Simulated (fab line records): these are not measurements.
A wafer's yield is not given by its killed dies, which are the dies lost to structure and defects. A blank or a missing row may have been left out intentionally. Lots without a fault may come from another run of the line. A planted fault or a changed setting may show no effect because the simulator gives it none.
fab line records -- flow sky130 -- part 2 of 2: steps 24 to 33 of 33
record: lots: 5, wafers: 15, lastDay: 50
route steps=708 shown LDD_LDN@302 SPACER@304 POLY_CUT@307 SD_P@320 RES_XHIGH@332
lots that met no fault: from a run of the same line without faults
startH: hours from the record's first day to the start of the lot's first wafer shown -- waitH: hours elapsed since this lot's preceding step -- " as in the row above -- L1.1+2: a row that stands for several wafers -- - either no value or no given start -- * or withheld: withheld -- < > ~ a bound
route shown NAME@n: names a module that has steps shown in the file, with the first one's number in the route -- usual: mean and standard deviation over wafers with no fault -- same: alike in all rows -- chamber/n: place in a boat -- sites: readings site by site -- _std_site: standard deviation across them -- _edge_site: outer sites' mean less inner sites' -- radiusMm: for every site, how far away it sits from the centre of the wafer -- mask NAME#n: copy n -- behind: the tool/chamber that last shaped the wafer -- hold: reason for holding the lot/hours on hold/outcome of the hold -- device: the n, p or np transistor that did not switch -- end of line: the tests these same wafers got at the end of their route -- step lacking rows: just its recipe -- killed: not the wafer's yield, but the dies lost to structure and defects at the first sort -- map: a wafer's dies, marking killed ones x, the rest . and places with no die _
set.NAME: the setting that was run; set.NAME@STEP: the one run at that earlier step -- model.NAME: the simulator's own value behind a step, which no gauge read
lots seen at some steps along the route; tables by step, rows by wafer
services: when a tool's chamber went out of use (startH, in hours from the record's first day, below 0 if earlier), for how many hours, and the reason
== steps ==
step: SKY_SD_P_PEB_05
recipe: tempC: withheld, timeS: *, resist: NOVOLAK
usual: exhaustPa: 44.9/0.78
lot.wafer,tool,chamber,startH,waitH,exhaustPa
L074.1,lithoTrack-02,0,-,-,45.4
L074.3,lithoTrack-02,0,-,-,44.8
L074.5,lithoTrack-02,0,-,-,45.2
L087.3,lithoTrack-02,0,-,-,44.0
L087.5,lithoTrack-02,0,-,-,46.1
L087.6,lithoTrack-02,0,-,-,45.0
L090.2,lithoTrack-02,0,-,-,45.1
L090.3,lithoTrack-02,0,-,-,44.5
L090.6,lithoTrack-02,0,-,-,45.5
L093.1,lithoTrack-01,0,-,-,45.5
L093.2,lithoTrack-01,0,-,-,44.7
L093.5,lithoTrack-01,0,-,-,44.8
L095.2,lithoTrack-02,0,-,-,45.7
L095.3,lithoTrack-02,0,-,-,45.9
L095.4,lithoTrack-02,0,-,-,44.7
step: SKY_SD_P_DEVELOP_06
recipe: resist: NOVOLAK, developer: TMAH, developTimeS: 60, devTempC: 23
usual: exhaustPa: 45.0/0.8
lot.wafer,tool,chamber,startH,waitH,exhaustPa
L074.1,lithoTrack-02,0,603.35,0.1,45.3
L074.3,lithoTrack-02,0,603.35,0.1,45.6
L074.5,lithoTrack-02,0,603.35,0.1,45.2
L087.3,lithoTrack-02,0,689.50,0.1,44.3
L087.5,lithoTrack-02,0,689.50,0.1,44.1
L087.6,lithoTrack-02,0,689.50,0.1,44.4
L090.2,lithoTrack-02,0,711.67,0.1,44.8
L090.3,lithoTrack-02,0,711.67,0.1,45.3
L090.6,lithoTrack-02,0,711.67,0.1,44.4
L093.1,lithoTrack-01,0,745.60,0.1,45.4
L093.2,lithoTrack-01,0,745.60,0.1,43.3
L093.5,lithoTrack-01,0,745.60,0.1,45.1
L095.2,lithoTrack-02,0,761.57,0.1,45.3
L095.3,lithoTrack-02,0,761.57,0.1,45.4
L095.4,lithoTrack-02,0,761.57,0.1,43.2
step: SKY_SD_P_CD_MEAS_07
recipe: targetCdNm: 380
usual: cdNm: 379.5/2.7
lot.wafer,tool,chamber,startH,waitH,cdNm
L074.1,cdSem-02,-,603.50,0.1,382.9
L074.3,cdSem-02,-,603.50,0.1,383.0
L074.5,cdSem-02,-,603.50,0.1,382.5
L087.3,cdSem-01,-,689.64,0.1,373.3
L087.5,cdSem-01,-,689.64,0.1,375.4
L087.6,cdSem-01,-,689.64,0.1,377.0
L090.2,cdSem-02,-,711.82,0.1,379.9
L090.3,cdSem-02,-,711.82,0.1,380.8
L090.6,cdSem-02,-,711.82,0.1,378.7
L093.1,cdSem-02,-,745.75,0.1,383.0
L093.2,cdSem-02,-,745.75,0.1,382.7
L093.5,cdSem-02,-,745.75,0.1,382.8
L095.2,cdSem-02,-,761.72,0.1,382.9
L095.3,cdSem-02,-,761.72,0.1,381.4
L095.4,cdSem-02,-,761.72,0.1,379.4
step: SKY_SD_P_OVL_MEAS_08
usual: SD_P_OVL: 0.9/1.3
lot.wafer,tool,chamber,startH,waitH,SD_P_OVL[nm]
L074.1,overlay-01,-,603.62,0.1,1.9
L074.3,overlay-01,-,603.62,0.1,2.0
L074.5,overlay-01,-,603.62,0.1,3.2
L087.3,overlay-02,-,689.73,0.1,-0.5
L087.5,overlay-02,-,689.73,0.1,-0.7
L087.6,overlay-02,-,689.73,0.1,-0.6
L090.2,overlay-01,-,711.92,0.1,2.0
L090.3,overlay-01,-,711.92,0.1,1.8
L090.6,overlay-01,-,711.92,0.1,0.2
L093.1,overlay-01,-,745.87,0.1,0.3
L093.2,overlay-01,-,745.87,0.1,0.7
L093.5,overlay-01,-,745.87,0.1,0.8
L095.2,overlay-01,-,761.82,0.1,0.9
L095.3,overlay-01,-,761.82,0.1,0.8
L095.4,overlay-01,-,761.82,0.1,-0.4
step: SKY_SD_P_IMPLANT_09
recipe: species: BF2, energyKev: 20, doseCm2: 3e+15, tiltDeg: 0
usual: endStationPressureTorr: 1.37e-05/8.9e-07
lot.wafer,tool,chamber,startH,waitH,endStationPressureTorr
L074.1,implanter-02,0,603.65,0.0,1.54e-05
L074.3,implanter-02,0,603.65,0.0,1.46e-05
L074.5,implanter-02,0,603.65,0.0,1.33e-05
L087.3,implanter-03,0,689.80,0.1,1.32e-05
L087.5,implanter-03,0,689.80,0.1,1.28e-05
L087.6,implanter-03,0,689.80,0.1,1.35e-05
L090.2,implanter-04,0,711.98,0.0,1.21e-05
L090.3,implanter-04,0,711.98,0.0,1.35e-05
L090.6,implanter-04,0,711.98,0.0,1.25e-05
L093.1,implanter-04,0,745.90,0.0,1.34e-05
L093.2,implanter-04,0,745.90,0.0,1.48e-05
L093.5,implanter-04,0,745.90,0.0,1.24e-05
L095.2,implanter-02,0,761.88,0.0,1.47e-05
L095.3,implanter-02,0,761.88,0.0,1.45e-05
L095.4,implanter-02,0,761.88,0.0,1.45e-05
step: SKY_SD_P_STRIP_10
recipe: chemistry: O2/N2, powerW: 1400, pressureMtorr: 1500, platenTempC: withheld, o2FlowSccm: 3000, n2FlowSccm: 300, overashFraction: 0.5
usual: drypumpMotorCurrentA: 5.7/0.56, oesProductAu: 0.617/0.005, stripTimeToEndpointS: 17.50/0.045
lot.wafer,tool,chamber,startH,waitH,drypumpMotorCurrentA,oesProductAu,rfHoursCounterH,stripTimeToEndpointS
L074.1,plasmaAsher-02,1,603.80,0.1,5.3,0.617,101,17.53
L074.3,plasmaAsher-02,0,603.80,0.1,5.6,0.610,-,17.52
L074.5,plasmaAsher-02,1,603.80,0.1,5.2,0.622,-,17.46
L087.3,plasmaAsher-04,0,689.94,0.1,6.0,0.621,-,17.47
L087.5,plasmaAsher-04,0,689.94,0.1,6.0,0.610,-,17.45
L087.6,plasmaAsher-04,1,689.94,0.1,6.5,0.619,-,17.47
L090.2,plasmaAsher-03,0,712.10,0.1,4.7,0.611,27,17.46
L090.3,plasmaAsher-03,0,712.10,0.1,4.7,0.617,-,17.48
L090.6,plasmaAsher-03,1,712.10,0.1,5.9,0.619,-,17.44
L093.1,plasmaAsher-04,0,746.05,0.1,6.0,0.617,61,17.52
L093.2,plasmaAsher-04,1,746.05,0.1,6.4,0.630,61,17.55
L093.5,plasmaAsher-04,1,746.05,0.1,6.5,0.625,-,17.53
L095.2,plasmaAsher-04,0,762.00,0.1,6.0,0.622,62,17.49
L095.3,plasmaAsher-04,0,762.00,0.1,6.1,0.620,-,17.50
L095.4,plasmaAsher-04,1,762.00,0.1,6.5,0.614,-,17.48
step: SKY_SD_P_TW_MEAS_11
usual: SD_P_TW: 2781/30
lot.wafer,tool,chamber,startH,waitH,SD_P_TW
L074.1,filmMetro-03,-,603.90,0.1,2793
L074.3,filmMetro-03,-,603.90,0.1,2770
L074.5,filmMetro-03,-,603.90,0.1,2774
L087.3,filmMetro-02,-,690.02,0.1,2804
L087.5,filmMetro-02,-,690.02,0.1,2803
L087.6,filmMetro-02,-,690.02,0.1,2793
L090.2,filmMetro-01,-,712.21,0.1,2764
L090.3,filmMetro-01,-,712.21,0.1,2766
L090.6,filmMetro-01,-,712.21,0.1,2758
L093.1,filmMetro-01,-,746.19,0.1,2740
L093.2,filmMetro-01,-,746.19,0.1,2747
L093.5,filmMetro-01,-,746.19,0.1,2738
L095.2,filmMetro-02,-,762.11,0.1,2857
L095.3,filmMetro-02,-,762.11,0.1,2834
L095.4,filmMetro-02,-,762.11,0.1,2830
step: SKY_RES_XHIGH_DEHYDRATE_00
recipe: tempC: 200, timeS: 60
usual: exhaustPa: 45.0/0.83, heaterPowerTotalW: 160.38/0.12
lot.wafer,tool,chamber,startH,waitH,exhaustPa,heaterPowerTotalW
L074.1,lithoTrack-01,0,618.05,14.1,44.8,160.32
L074.3,lithoTrack-01,0,618.05,14.1,45.2,160.23
L074.5,lithoTrack-01,0,618.05,14.1,44.8,160.49
L087.3,lithoTrack-01,0,703.65,13.6,44.6,160.51
L087.5,lithoTrack-01,0,703.65,13.6,43.7,160.27
L087.6,lithoTrack-01,0,703.65,13.6,45.2,160.37
L090.2,lithoTrack-01,0,724.92,12.7,45.0,160.20
L090.3,lithoTrack-01,0,724.92,12.7,45.9,160.40
L090.6,lithoTrack-01,0,724.92,12.7,45.6,160.57
L093.1,lithoTrack-01,0,758.30,12.1,45.3,160.51
L093.2,lithoTrack-01,0,758.30,12.1,45.9,160.46
L093.5,lithoTrack-01,0,758.30,12.1,45.9,160.46
L095.2,lithoTrack-04,0,775.25,13.1,45.1,160.56
L095.3,lithoTrack-04,0,775.25,13.1,45.2,160.27
L095.4,lithoTrack-04,0,775.25,13.1,45.4,160.43
step: SKY_RES_XHIGH_HMDS_01
recipe: primeTimeS: 60, primeTempC: 120
usual: exhaustPa: 45.0/0.88, primeTempC: 120.00/0.13
lot.wafer,tool,chamber,startH,waitH,exhaustPa,primeTempC
L074.1,lithoTrack-01,0,618.20,0.1,45.6,119.83
L074.3,lithoTrack-01,0,618.20,0.1,45.9,119.81
L074.5,lithoTrack-01,0,618.20,0.1,46.2,119.86
L087.3,lithoTrack-01,0,703.80,0.1,45.7,119.97
L087.5,lithoTrack-01,0,703.80,0.1,45.0,119.99
L087.6,lithoTrack-01,0,703.80,0.1,45.2,120.06
L090.2,lithoTrack-01,0,725.07,0.1,45.5,120.14
L090.3,lithoTrack-01,0,725.07,0.1,44.0,120.10
L090.6,lithoTrack-01,0,725.07,0.1,44.5,120.33
L093.1,lithoTrack-01,0,758.45,0.1,44.9,120.12
L093.2,lithoTrack-01,0,758.45,0.1,45.4,120.21
L093.5,lithoTrack-01,0,758.45,0.1,45.7,120.13
L095.2,lithoTrack-04,0,775.40,0.1,44.4,120.13
L095.3,lithoTrack-04,0,775.40,0.1,42.9,120.27
L095.4,lithoTrack-04,0,775.40,0.1,44.6,120.24
step: SKY_RES_XHIGH_COAT_02
recipe: resist: NOVOLAK, spinRpm: 3000, resistThkNm: 1140
usual: exhaustPa: 45.0/0.94
lot.wafer,tool,chamber,startH,waitH,exhaustPa
L074.1,lithoTrack-01,0,618.35,0.1,45.8
L074.3,lithoTrack-01,0,618.35,0.1,46.0
L074.5,lithoTrack-01,0,618.35,0.1,47.8
L087.3,lithoTrack-01,0,703.95,0.1,46.2
L087.5,lithoTrack-01,0,703.95,0.1,44.9
L087.6,lithoTrack-01,0,703.95,0.1,44.9
L090.2,lithoTrack-01,0,725.22,0.1,45.5
L090.3,lithoTrack-01,0,725.22,0.1,44.9
L090.6,lithoTrack-01,0,725.22,0.1,45.6
L093.1,lithoTrack-01,0,758.60,0.1,45.7
L093.2,lithoTrack-01,0,758.60,0.1,45.2
L093.5,lithoTrack-01,0,758.60,0.1,45.0
L095.2,lithoTrack-04,0,775.55,0.1,42.8
L095.3,lithoTrack-04,0,775.55,0.1,42.5
L095.4,lithoTrack-04,0,775.55,0.1,44.2
== services ==
tool,chamber,startH,hours,kind
krfScanner-01,-,530.13,0.9,repair
rieDiel-04,2,544.39,1.7,repair
plasmaAsher-04,-,547.36,5.3,repair
wetBench-04,-,548.00,1.9,pm
rieDiel-01,1,558.05,2.5,repair
krfScanner-01,-,574.57,1.3,pm
krfScanner-01,-,585.76,2.9,repair
krfScanner-01,-,588.69,0.8,pm
krfScanner-01,-,601.40,1.0,pm
krfScanner-01,-,605.66,1.8,repair
krfScanner-01,-,608.98,0.3,repair
rieDiel-01,0,641.97,3.3,repair
ilineStepper-01,-,649.20,1.7,pm
rieDiel-04,3,663.76,2.5,repair
krfScanner-01,-,669.32,1.6,repair
krfScanner-01,-,687.94,0.5,repair
plasmaAsher-04,-,691.78,16.8,repair
ilineStepper-01,-,692.34,3.8,repair
rieDiel-03,2,707.48,7.9,repair
krfScanner-01,-,712.14,0.3,repair
lpcvd-02,-,737.95,17.2,pm
rieDiel-04,-,737.97,14.6,pm
plasmaAsher-04,-,746.30,7.0,repair
krfScanner-01,-,750.47,1.3,pm
